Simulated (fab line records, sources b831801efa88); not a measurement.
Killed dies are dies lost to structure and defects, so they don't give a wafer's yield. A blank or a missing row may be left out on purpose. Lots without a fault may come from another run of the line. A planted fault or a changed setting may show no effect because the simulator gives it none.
fab line records | flow sky130
record lots=11 wafers=33 last_day=50
route steps=708 shown NWELL@81 VT_ADJUST_HVTP@93 VT_ADJUST_HVTR@135 PAD_OPEN@708
lots that met no fault: from a run of the same line without faults
start_h: hours from the record's first day to the start of the lot's first wafer shown | wait_h: hours since the lot's step before | " the same as in the row above | L1.1+2: a row that stands for several wafers | - no value, or no start given | * or withheld: withheld | < > ~ a bound
route shown NAME@n: a module of which the file shows steps, and the number in the route of the first | usual: mean/standard deviation of fault-free wafers | same: alike in all rows | chamber/n: place in a boat | sites: the reading at each site | _std_site: their standard deviation | _edge_site: outer sites' mean less inner sites' | radius_mm: how far each site lies from the wafer's centre | mask NAME#n: copy n | behind: the tool/chamber that last shaped the wafer | hold: why the lot was held/for how many hours/how that ended | device: the transistor (n, p or np) that didn't switch | end of line: the same wafers' tests at the end of the route | a step without rows: its recipe alone | killed: dies lost to structure and defects at the first sort, not the wafer's yield | map: a wafer's dies, x killed, . not, _ none there
set.NAME: the setting as run; set.NAME@STEP: as run at that earlier step | model.NAME: the simulator's own value behind a step, which no gauge read
steps of the route over a sample of lots; a table a step, a row a wafer
services: from which hour (start_h, from the record's first day; less than 0 if before it) a tool's chamber was out of use, for how many hours, and why
## steps
# step SKY_NWELL_RTA_28
# recipe temp_c=1050 time_s=30 idle_temp_c=650 ramp_up_c_per_s=150 ramp_down_c_per_s=90 ambient=N2
# usual lamp_power_pct=25.31/0.053 wafer_temp_C_max=1054.9/0.95
# columns lot.wafer tool chamber start_h wait_h lamp_power_pct wafer_temp_C_max
L930.1 rtp_anneal-01 0 110.42 0.0 25.34 1055.8
L930.2 " 0 " " 25.27 1054.2
L930.6 " 0 " " 25.35 1057.2
L931.1 rtp_anneal-02 0 112.36 0.0 25.28 1054.5
L931.2 " 0 " " 25.36 1055.2
L931.6 " 0 " " 25.36 1055.9
L936.1 rtp_anneal-01 0 139.62 0.0 25.37 1054.6
L936.4 " 0 " " 25.28 1054.8
L936.6 " 0 " " 25.27 1053.3
L938.4 rtp_anneal-02 0 152.36 0.1 25.34 1054.6
L938.5 " 0 " " 25.36 1053.8
L938.6 " 0 " " 25.29 1054.8
L939.2 rtp_anneal-01 0 157.58 0.0 25.31 1054.6
L939.3 " 0 " " 25.24 1053.8
L939.4 " 0 " " 25.39 1055.3
L946.4 rtp_anneal-02 0 204.43 0.1 25.23 1055.1
L946.5 " 0 " " 25.22 1056.3
L946.6 " 0 " " 25.34 1054.5
L947.2 rtp_anneal-02 0 205.72 0.0 25.39 1055.8
L947.3 " 0 " " 25.27 1055.9
L947.6 " 0 " " 25.25 1055.8
L948.1 rtp_anneal-01 0 215.03 0.0 25.33 1056.7
L948.2 " 0 " " 25.32 1052.7
L948.6 " 0 " " 25.32 1054.3
L949.1 rtp_anneal-01 0 217.71 0.0 25.30 1053.5
L949.4 " 0 " " 25.31 1055.4
L949.5 " 0 " " 25.31 1054.7
L950.1 rtp_anneal-01 0 222.00 0.0 25.27 1054.2
L950.3 " 0 " " 25.26 1055.1
L950.6 " 0 " " 25.38 1054.8
L953.3 rtp_anneal-02 0 259.93 0.0 25.34 1054.2
L953.4 " 0 " " 25.24 1056.2
L953.5 " 0 " " 25.34 1054.4
# step SKY_VT_ADJUST_HVTP_OVL_MEAS_08
# usual VT_ADJUST_HVTP_OVL=-0.3/1.3
# columns lot.wafer tool chamber start_h wait_h VT_ADJUST_HVTP_OVL[nm]
L930.1 overlay-01 - 129.60 0.1 0.5
L930.2 " - " " 0.4
L930.6 " - " " 0.4
L931.1 overlay-02 - 130.58 0.1 -0.8
L931.2 " - " " -0.8
L931.6 " - " " 0.4
L936.1 overlay-01 - 159.29 0.1 -1.2
L936.4 " - " " -1.5
L936.6 " - " " -3.4
L938.4 overlay-01 - 172.39 0.1 -0.3
L938.5 " - " " -0.8
L938.6 " - " " -1.5
L939.2 overlay-02 - 176.83 0.1 0.7
L939.3 " - " " 2.2
L939.4 " - " " 2.2
L946.4 overlay-01 - 225.84 0.1 -0.4
L946.5 " - " " -0.4
L946.6 " - " " -0.7
L947.2 overlay-02 - 227.05 0.1 1.3
L947.3 " - " " 2.1
L947.6 " - " " 0.7
L948.1 overlay-02 - 236.54 0.1 -1.5
L948.2 " - " " 0.7
L948.6 " - " " -1.5
L949.1 overlay-01 - 239.64 0.1 -1.1
L949.4 " - " " -0.8
L949.5 " - " " -0.2
L950.1 overlay-02 - 243.65 0.1 0.6
L950.3 " - " " 0.5
L950.6 " - " " 0.1
L953.3 overlay-01 - 282.59 0.1 0.1
L953.4 " - " " 1.0
L953.5 " - " " 1.0
# step SKY_VT_ADJUST_HVTR_EXPOSE_04
# recipe mask_id=HVTRM target_cd_nm=380 na=0.6 source_shape=conventional sigma_outer=0.6 dose_mj=150
# columns lot.wafer tool chamber start_h wait_h mask
L930.1+2+6 iline_stepper-01 0 197.81 - HVTRM#0
L931.1+2+6 iline_stepper-02 0 199.54 - HVTRM#0
L936.1+4+6 iline_stepper-02 0 231.06 - HVTRM#0
L938.4+5+6 iline_stepper-01 0 245.16 - TUNM#0
L939.2+3+4 iline_stepper-02 0 250.17 - HVTRM#0
L946.4+5+6 iline_stepper-01 0 305.51 - HVTRM#0
L947.2+3+6 iline_stepper-02 0 309.47 - HVTRM#0
L948.1+2+6 iline_stepper-01 0 319.00 - HVTRM#0
L949.1+4+5 iline_stepper-01 0 323.61 - HVTRM#0
L950.1+3+6 iline_stepper-01 0 328.98 - HVTRM#0
L953.3+4+5 iline_stepper-01 0 374.21 - HVTRM#0
# step SKY_VT_ADJUST_HVTR_CD_MEAS_07
# recipe target_cd_nm=380
# usual cd_nm=380.5/2.3
# columns lot.wafer tool chamber start_h wait_h cd_nm
L930.1 cd_sem-02 - 208.11 0.1 383.1
L930.2 " - " " 382.6
L930.6 " - " " 382.0
L931.1 cd_sem-02 - 209.43 0.1 380.1
L931.2 " - " " 383.1
L931.6 " - " " 381.8
L936.1 cd_sem-02 - 242.01 0.1 381.3
L936.4 " - " " 381.9
L936.6 " - " " 384.2
L938.4 cd_sem-01 - 255.64 0.1 -
L938.5 " - " " -
L938.6 " - " " -
L939.2 cd_sem-01 - 261.15 0.1 379.4
L939.3 " - " " 379.6
L939.4 " - " " 381.7
L946.4 cd_sem-02 - 318.62 0.1 377.5
L946.5 " - " " 378.1
L946.6 " - " " 380.0
L947.2 cd_sem-02 - 322.03 0.1 381.5
L947.3 " - " " 381.3
L947.6 " - " " 381.1
L948.1 cd_sem-01 - 330.76 0.1 377.6
L948.2 " - " " 379.2
L948.6 " - " " 379.6
L949.1 cd_sem-01 - 337.11 0.1 378.8
L949.4 " - " " 375.1
L949.5 " - " " 377.7
L950.1 cd_sem-01 - 342.06 0.1 379.5
L950.3 " - " " 379.5
L950.6 " - " " 380.3
L953.3 cd_sem-02 - 387.80 0.1 377.5
L953.4 " - " " 378.9
L953.5 " - " " 379.8
# step SKY_VT_ADJUST_HVTR_STRIP_10
# recipe chemistry=O2/N2 power_w=1400 pressure_mtorr=1500 platen_temp_c=withheld o2_flow_sccm=3000 n2_flow_sccm=300 overash_fraction=0.5
# usual drypump_motor_current_A=5.5/0.47 oes_product_au=0.716/0.0049 strip_time_to_endpoint_s=14.17/0.039
# columns lot.wafer tool chamber start_h wait_h drypump_motor_current_A oes_product_au rf_hours_counter_h strip_time_to_endpoint_s
L930.1 plasma_asher-01 1 208.41 0.1 5.7 0.712 38 14.14
L930.2 " 0 " " 6.0 0.720 38 14.21
L930.6 " 0 " " 6.0 0.719 - 14.17
L931.1 plasma_asher-02 1 209.73 0.1 5.5 0.720 54 14.15
L931.2 " 0 " " 6.1 0.706 54 14.14
L931.6 " 1 " " 5.5 0.715 - 14.19
L936.1 plasma_asher-01 1 242.31 0.1 5.7 0.708 42 14.19
L936.4 " 0 " " 6.0 0.713 - 14.18
L936.6 " 0 " " 6.0 0.717 - 14.14
L938.4 plasma_asher-01 1 255.92 0.1 5.7 0.715 - 14.28
L938.5 " 0 " " 6.0 0.708 - 14.23
L938.6 " 1 " " 5.7 0.712 - 14.24
L939.2 plasma_asher-03 1 261.43 0.1 5.0 0.714 13 14.22
L939.3 " 0 " " 4.8 0.726 - 14.20
L939.4 " 1 " " 5.0 0.710 - 14.21
L946.4 plasma_asher-03 0 318.90 0.1 4.8 0.722 - 14.18
L946.5 " 1 " " 5.0 0.716 - 14.13
L946.6 " 0 " " 4.8 0.710 - 14.16
L947.2 plasma_asher-01 0 322.31 0.1 6.0 0.723 49 14.18
L947.3 " 1 " " 5.7 0.714 - 14.19
L947.6 " 0 " " 6.0 0.720 - 14.23
L948.1 plasma_asher-01 1 331.07 0.1 5.8 0.710 50 14.18
L948.2 " 0 " " 6.0 0.716 50 14.19
L948.6 " 0 " " 6.0 0.715 - 14.17
L949.1 plasma_asher-02 1 337.41 0.1 5.5 0.729 66 14.22
L949.4 " 0 " " 6.1 0.709 - 14.14
L949.5 " 0 " " 6.1 0.713 - 14.19
L950.1 plasma_asher-03 0 342.37 0.1 4.8 0.717 22 14.18
L950.3 " 0 " " 4.8 0.712 - 14.14
L950.6 " 1 " " 5.0 0.714 - 14.14
L953.3 plasma_asher-02 1 388.53 0.1 5.5 0.711 - 14.15
L953.4 " 0 " " 6.1 0.720 - 14.18
L953.5 " 0 " " 6.0 0.716 - 14.12
# step SKY_VT_ADJUST_HVTR_TW_MEAS_11
# usual VT_ADJUST_HVTR_TW=212.2/1.5
# columns lot.wafer tool chamber start_h wait_h hold VT_ADJUST_HVTR_TW
L930.1 film_metro-04 - 208.51 0.1 - 213.5
L930.2 " - " " - 211.2
L930.6 " - " " - 212.8
L931.1 film_metro-01 - 209.83 0.1 - 211.0
L931.2 " - " " - 210.2
L931.6 " - " " - 211.1
L936.1 film_metro-02 - 242.41 0.1 - 214.0
L936.4 " - " " - 213.4
L936.6 " - " " - 214.1
L938.4 film_metro-02 - 256.01 0.1 await_dispo/0.2h/release 30.2
L938.5 " - " " await_dispo/0.2h/release 30.0
L938.6 " - " " await_dispo/0.2h/release 30.2
L938.4 film_metro-02 - 256.24 0.2 - 30.2
L938.5 " - " " - 30.3
L938.6 " - " " - 30.2
L939.2 film_metro-04 - 261.54 0.1 - 211.9
L939.3 " - " " - 212.2
L939.4 " - " " - 211.8
L946.4 film_metro-02 - 319.00 0.1 - 213.2
L946.5 " - " " - 213.5
L946.6 " - " " - 213.0
L947.2 film_metro-02 - 322.42 0.1 - 213.2
L947.3 " - " " - 214.1
L947.6 " - " " - 214.8
L948.1 film_metro-01 - 331.17 0.1 - 210.0
L948.2 " - " " - 210.4
L948.6 " - " " - 210.7
L949.1 film_metro-01 - 337.51 0.1 - 208.2
L949.4 " - " " - 209.9
L949.5 " - " " - 210.0
L950.1 film_metro-02 - 342.47 0.1 - 214.4
L950.3 " - " " - 213.5
L950.6 " - " " - 213.8
L953.3 film_metro-02 - 388.62 0.1 - 213.0
L953.4 " - " " - 213.5
L953.5 " - " " - 213.7
# step SKY_PAD_OPEN_PROBE_99
# usual defect_limited_yield=82.6/2 killed_at_M0_to_M3=43/7.1 killed_at_M4_up=3.0/1.9 killed_at_contacts=24/5 killed_at_front_end=15/4.3 killed_at_other=0.3/0.5 killed_dies=85/9.6 killed_open=46/7.1 killed_short=39/6.8 sort_bin_3_pad_short=0.9/0.42 sort_bin_5_function=10.2/1.4 sort_bin_6_memory=6.3/1.2 sort_n_pass=407/9.6 sort_yield_pct=82.6/2
# same gross_dies=492 killed_at_back_side=0 sort_bin_4_leakage[%]=0 sort_bin_8_speed[%]=0
# columns lot.wafer tool chamber start_h wait_h defect_limited_yield[%] killed_at_M0_to_M3 killed_at_M4_up killed_at_contacts killed_at_front_end killed_at_other killed_dies killed_open killed_short sort_bin_3_pad_short[%] sort_bin_5_function[%] sort_bin_6_memory[%] sort_n_pass sort_yield_pct[%]
L946.4 prober-01 - 1172.64 0.2 85.2 40 1 21 11 0 73 48 25 0.2 7.7 6.9 419 85.2
L946.5 prober-01 - 1172.69 0.2 82.5 43 4 27 12 0 86 48 38 1.2 10.6 5.7 406 82.5
L946.6 prober-01 - 1172.74 0.2 84.6 31 3 27 15 0 76 36 40 0.8 9.6 5.1 416 84.6
L950.1 prober-01 - 1177.24 0.1 84.3 36 3 18 19 1 77 41 36 0.4 9.6 5.7 415 84.3
L950.3 prober-01 - 1177.34 0.2 82.1 51 1 17 19 0 88 43 45 0.4 11.6 5.9 404 82.1
L950.6 prober-01 - 1177.49 0.2 81.9 53 4 23 8 1 89 46 43 0.6 12.0 5.5 403 81.9
# killed by level:class
L946.4 VIA1:geometric_particle:open=10 CONTACT:geometric_particle:open=7 VIA3:geometric_particle:open=7 FIELD_ISO:geometric_particle:open=6 LI_CONTACT:geometric_particle:open=5 LOCAL_INTERCONNECT:geometric_particle:short=4 CONTACT:geometric_particle:short=4 METAL1:geometric_particle:open=4
L946.5 VIA2:geometric_particle:open=11 LI_CONTACT:geometric_particle:open=8 VIA1:geometric_particle:open=8 CONTACT:geometric_particle:open=7 METAL2:geometric_particle:short=6 CONTACT:geometric_particle:short=5 FIELD_ISO:geometric_particle:open=4 POLY_GATE:geometric_particle:short=4
L946.6 CONTACT:geometric_particle:open=11 METAL2:geometric_particle:short=6 LOCAL_INTERCONNECT:geometric_particle:short=5 VIA1:geometric_particle:open=5 FIELD_ISO:geometric_particle:open=4 LI_CONTACT:geometric_particle:open=4 CONTACT:geometric_particle:short=4 METAL1:geometric_particle:short=4
L950.1 VIA3:geometric_particle:open=8 LI_CONTACT:geometric_particle:open=7 CONTACT:geometric_particle:open=7 POLY_GATE:geometric_particle:short=6 POLY_GATE:geometric_particle:open=6 METAL1:geometric_particle:short=5 VIA1:geometric_particle:short=4 VIA1:geometric_particle:open=4
L950.3 VIA1:geometric_particle:open=8 METAL2:geometric_particle:short=8 VIA2:geometric_particle:open=8 CONTACT:geometric_particle:open=7 METAL1:geometric_particle:short=7 POLY_GATE:geometric_particle:short=5 POLY_GATE:geometric_particle:open=4 LI_CONTACT:geometric_particle:open=4
L950.6 VIA3:geometric_particle:open=11 VIA1:geometric_particle:open=10 METAL2:geometric_particle:short=8 LI_CONTACT:geometric_particle:open=6 CONTACT:geometric_particle:short=6 VIA1:geometric_particle:short=6 CONTACT:geometric_particle:open=5 VIA2:geometric_particle:open=5
## services
# columns tool chamber start_h hours kind
rtp_anneal-01 - 91.18 4.4 pm
iline_stepper-01 - 93.21 7.2 repair
plasma_asher-03 - 99.39 1.2 repair
plasma_asher-03 - 101.93 5.0 repair
plasma_asher-03 - 108.75 9.0 pm
iline_stepper-01 - 112.91 1.7 pm
iline_stepper-02 - 131.30 4.3 pm
plasma_asher-03 - 151.18 2.8 pm
plasma_asher-02 - 151.88 0.8 repair
plasma_asher-02 - 167.08 0.9 repair
plasma_asher-03 - 171.04 0.9 repair
iline_stepper-02 - 220.34 1.7 pm
iline_stepper-02 - 240.53 8.9 pm
rtp_anneal-02 - 252.01 2.5 pm
plasma_asher-01 - 262.23 5.1 repair
plasma_asher-03 - 273.48 0.4 repair
iline_stepper-01 - 276.49 2.1 pm
iline_stepper-01 - 278.57 - consumable_replace:lamp
iline_stepper-01 - 307.06 11.4 repair
plasma_asher-01 - 321.18 0.5 repair
iline_stepper-01 - 331.09 1.7 pm
iline_stepper-01 - 355.30 11.9 repair
rtp_anneal-01 - 364.21 1.1 pm
plasma_asher-03 - 367.90 11.1 repair
## key
first_sign step=SKY_VT_ADJUST_HVTR_EXPOSE_04 reading=mask direction=changed
effect step=SKY_VT_ADJUST_HVTR_CD_MEAS_07 reading=cd_nm direction=missing
effect step=SKY_VT_ADJUST_HVTR_TW_MEAS_11 reading=visit direction=added
effect step=SKY_VT_ADJUST_HVTR_TW_MEAS_11 reading=VT_ADJUST_HVTR_TW direction=down sigmas=99+ usual=212.2 struck=30.1
met_at SKY_VT_ADJUST_HVTR_EXPOSE_04
struck_lots L938
scrapped_behind SKY_VT_ADJUST_HVTR_TW_MEAS_11 L938.4,L938.5,L938.6
not_acting_at SKY_NWELL_RTA_28,SKY_VT_ADJUST_HVTP_OVL_MEAS_08,SKY_VT_ADJUST_HVTR_STRIP_10
onset_between 197.81 245.16
fault kind=wrong_mask tool=any chamber=- onset_h=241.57 steps=SKY_VT_ADJUST_HVTR_EXPOSE_04 aux_copy=TUNM#0 scope=struck_lots_only
